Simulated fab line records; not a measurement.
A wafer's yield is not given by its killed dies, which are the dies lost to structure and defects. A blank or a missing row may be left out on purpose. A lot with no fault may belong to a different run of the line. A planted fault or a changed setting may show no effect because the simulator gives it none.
Matching of chambers	flow gf180mcu	GF_V5_CMP_26 on cmp-01: 4 sister chambers
The step polishes, stops on SiO2, t overpolish 15 s, target thk 0 nm. 4 wafers are shown with their chamber, then 10 later ones without.

## WAFERS PAIRED WITH THEIR CHAMBERS
wafer	chamber	motor-current-A (A)
L081.4	0	9.6
L083.1	3	12.7
L083.4	1	11.3
L090.5	2	11.2

## WAFERS WITHOUT THEIR CHAMBER
wafer	motor-current-A (A)
L090.6	10.4
L091.2	12.9
L091.4	10.9
L091.5	13.2
L094.3	12.9
L094.4	10.0
L094.5	10.9
L096.3	11.4
L096.5	12.9
L096.6	9.7

## EACH ONE'S CHAMBER
wafer	from the rows above	in truth
L090.6	can't be placed: 2 or 0 or 1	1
L091.2	3	3
L091.4	can't be placed: 2 or 1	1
L091.5	3	3
L094.3	3	3
L094.4	0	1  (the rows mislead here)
L094.5	can't be placed: 2 or 1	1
L096.3	can't be placed: 1 or 2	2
L096.5	3	3
L096.6	0	0
5 of 10 placed correctly. From these rows, 4 cannot be placed; in 4 the true chamber is one of the candidates. Placed wrongly: 1.
How it was worked out, from the rows above alone: a wafer's distance from a chamber is the root of the sum, over the readings, of the square of ((its reading less the chamber's mean) divided by the reading's scatter). If the next closest chamber is less than 2 further off than the closest, the wafer can't be placed; otherwise it belongs to the closest. A chamber's mean is the mean of its shown wafers. The scatter (one wafer shown for each chamber): square how far every hidden wafer sits from the nearest shown wafer, average those squares and take the square root.
